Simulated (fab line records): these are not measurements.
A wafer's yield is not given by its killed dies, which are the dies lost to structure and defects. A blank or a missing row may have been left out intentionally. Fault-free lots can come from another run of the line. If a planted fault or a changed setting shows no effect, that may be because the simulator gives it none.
Split-lot study || flow sky130 || 5 lots, 23 wafers read, on a route of 708 steps

## SPLIT DETAILS
At SKY_CONTACT_HDPCVD_02 (deposits SiO2, target thk 565 nm, time 94.2 s), the setting time s was moved away from the recipe's 94.2 s on 4 of the 23 wafers read, by -9.8% to +5.5%. For the rest of the wafers, this setting stayed at what the recipe calls for.

Between the split and the reading, the file records no step.

## THE READING
CONTACT_HDPCVD_THK at SKY_CONTACT_THK_MEAS_03, in nm. A value of 566 nm with a standard deviation of 7.2 nm is what fault-free wafers of this fab line usually give.

{"wafer": "L074.1", "tool, chamber at the split": "hdpcvd-02, 0,2,1,0,2", "time s as run, s": 94.2, "against the recipe": "recipe", "CONTACT_HDPCVD_THK, nm": 571, "against lot-mates on the recipe": "-"}
{"wafer": "L074.2", "tool, chamber at the split": "hdpcvd-02, 0,2,1,0,2", "time s as run, s": 94.2, "against the recipe": "recipe", "CONTACT_HDPCVD_THK, nm": 549, "against lot-mates on the recipe": "-"}
{"wafer": "L074.4", "tool, chamber at the split": "hdpcvd-02, 0,2,1,0,2", "time s as run, s": 94.2, "against the recipe": "recipe", "CONTACT_HDPCVD_THK, nm": 568, "against lot-mates on the recipe": "-"}
{"wafer": "L074.5", "tool, chamber at the split": "hdpcvd-02, 0,2,1,0,2", "time s as run, s": 94.2, "against the recipe": "recipe", "CONTACT_HDPCVD_THK, nm": 569, "against lot-mates on the recipe": "-"}
{"wafer": "L074.6", "tool, chamber at the split": "hdpcvd-02, 0,2,1,0,2", "time s as run, s": 94.2, "against the recipe": "recipe", "CONTACT_HDPCVD_THK, nm": 547, "against lot-mates on the recipe": "-"}
{"wafer": "L077.1", "tool, chamber at the split": "hdpcvd-01, 2,0,1,0,1", "time s as run, s": 94.2, "against the recipe": "recipe", "CONTACT_HDPCVD_THK, nm": 561, "against lot-mates on the recipe": "-"}
{"wafer": "L077.2", "tool, chamber at the split": "hdpcvd-01, 2,0,1,0,1", "time s as run, s": 94.2, "against the recipe": "recipe", "CONTACT_HDPCVD_THK, nm": 567, "against lot-mates on the recipe": "-"}
{"wafer": "L077.3", "tool, chamber at the split": "hdpcvd-01, 2,0,1,0,1", "time s as run, s": 94.2, "against the recipe": "recipe", "CONTACT_HDPCVD_THK, nm": 562, "against lot-mates on the recipe": "-"}
{"wafer": "L077.4", "tool, chamber at the split": "hdpcvd-01, 2,0,1,0,1", "time s as run, s": 94.2, "against the recipe": "recipe", "CONTACT_HDPCVD_THK, nm": 563, "against lot-mates on the recipe": "-"}
{"wafer": "L077.6", "tool, chamber at the split": "hdpcvd-01, 2,0,1,0,1", "time s as run, s": 94.2, "against the recipe": "recipe", "CONTACT_HDPCVD_THK, nm": 563, "against lot-mates on the recipe": "-"}
{"wafer": "L083.4", "tool, chamber at the split": "hdpcvd-02, 0,1,2", "time s as run, s": 94.2, "against the recipe": "recipe", "CONTACT_HDPCVD_THK, nm": 572, "against lot-mates on the recipe": "-"}
{"wafer": "L083.5", "tool, chamber at the split": "hdpcvd-02, 0,1,2", "time s as run, s": 94.2, "against the recipe": "recipe", "CONTACT_HDPCVD_THK, nm": 573, "against lot-mates on the recipe": "-"}
{"wafer": "L083.6", "tool, chamber at the split": "hdpcvd-02, 0,1,2", "time s as run, s": 94.2, "against the recipe": "recipe", "CONTACT_HDPCVD_THK, nm": 558, "against lot-mates on the recipe": "-"}
{"wafer": "L081.1", "tool, chamber at the split": "hdpcvd-01, 2,0,2", "time s as run, s": 94.2, "against the recipe": "recipe", "CONTACT_HDPCVD_THK, nm": 574, "against lot-mates on the recipe": "-"}
{"wafer": "L081.2", "tool, chamber at the split": "hdpcvd-01, 0,1", "time s as run, s": 84.96, "against the recipe": "-9.8%", "CONTACT_HDPCVD_THK, nm": 512, "against lot-mates on the recipe": -57}
{"wafer": "L081.4", "tool, chamber at the split": "hdpcvd-01, 0,1", "time s as run, s": 84.96, "against the recipe": "-9.8%", "CONTACT_HDPCVD_THK, nm": 509, "against lot-mates on the recipe": -60}
{"wafer": "L081.5", "tool, chamber at the split": "hdpcvd-01, 2,0,2", "time s as run, s": 94.2, "against the recipe": "recipe", "CONTACT_HDPCVD_THK, nm": 570, "against lot-mates on the recipe": "-"}
{"wafer": "L081.6", "tool, chamber at the split": "hdpcvd-01, 2,0,2", "time s as run, s": 94.2, "against the recipe": "recipe", "CONTACT_HDPCVD_THK, nm": 563, "against lot-mates on the recipe": "-"}
{"wafer": "L085.1", "tool, chamber at the split": "hdpcvd-01, 1,0,2", "time s as run, s": 94.2, "against the recipe": "recipe", "CONTACT_HDPCVD_THK, nm": 553, "against lot-mates on the recipe": "-"}
{"wafer": "L085.2", "tool, chamber at the split": "hdpcvd-01, 2,0", "time s as run, s": 99.35, "against the recipe": "+5.5%", "CONTACT_HDPCVD_THK, nm": 595, "against lot-mates on the recipe": "+33"}
{"wafer": "L085.3", "tool, chamber at the split": "hdpcvd-01, 1,0,2", "time s as run, s": 94.2, "against the recipe": "recipe", "CONTACT_HDPCVD_THK, nm": 566, "against lot-mates on the recipe": "-"}
{"wafer": "L085.4", "tool, chamber at the split": "hdpcvd-01, 1,0,2", "time s as run, s": 94.2, "against the recipe": "recipe", "CONTACT_HDPCVD_THK, nm": 566, "against lot-mates on the recipe": "-"}
{"wafer": "L085.6", "tool, chamber at the split": "hdpcvd-01, 2,0", "time s as run, s": 99.35, "against the recipe": "+5.5%", "CONTACT_HDPCVD_THK, nm": 598, "against lot-mates on the recipe": "+36"}
Where a row lists several chambers, the file gives one row for several wafers and doesn't say which wafer went through which chamber.

THE FIT
A straight line over all 23 wafers: CONTACT_HDPCVD_THK changes by +5.58 nm for each +1% of time s; r = +0.94; the points scatter about the line by 7.2 nm.
The same after taking each lot's own level away (the mean of its wafers on the recipe; 23 wafers): +6.07 nm for each +1%; r = +0.95; scatter 6.6 nm.
The reading moves by 60 nm for the largest change in time s, on that fit.
The span of the lots' own levels, 560.8 to 569.0 nm, comes to 1.1 times the standard deviation stated above.
The two slopes agree, so the slope changes little with the lot-to-lot level.
Check: with one of the wafers moved furthest among these (-9.8%) left out of the fit, the line predicts -60.8 nm for it against its lot-mates. It came out at -57 nm against them.

## OTHER SPLITS ON THESE WAFERS
Note: prior to the reading, these wafers also went through further splits. Each is held against what the fit with the lots' levels taken away leaves over:
{"other split on the same wafers": "SKY_LI_CONTACT_CVD_21 temp c", "wafers away from the commonest value": 6, "r with CONTACT_HDPCVD_THK (lot level and that fit taken away)": -0.04}

## THE WHOLE CHAIN: every reading that the file lists as answering this split, in the file's order
{"step": "SKY_CONTACT_THK_MEAS_03", "what it does": "", "reading": "CONTACT_HDPCVD_THK", "change (the file's fit)": "+6.08 for each +1% of the setting", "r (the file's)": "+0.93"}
{"step": "SKY_CONTACT_CMP_04", "what it does": "polishes SiO2", "reading": "time to endpoint s", "change (the file's fit)": "withheld for each +1% of the setting", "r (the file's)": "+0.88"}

## FILE'S OWN FIT
CONTACT_HDPCVD_THK changes by +6.08 nm for each +1% of time s, r = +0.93.
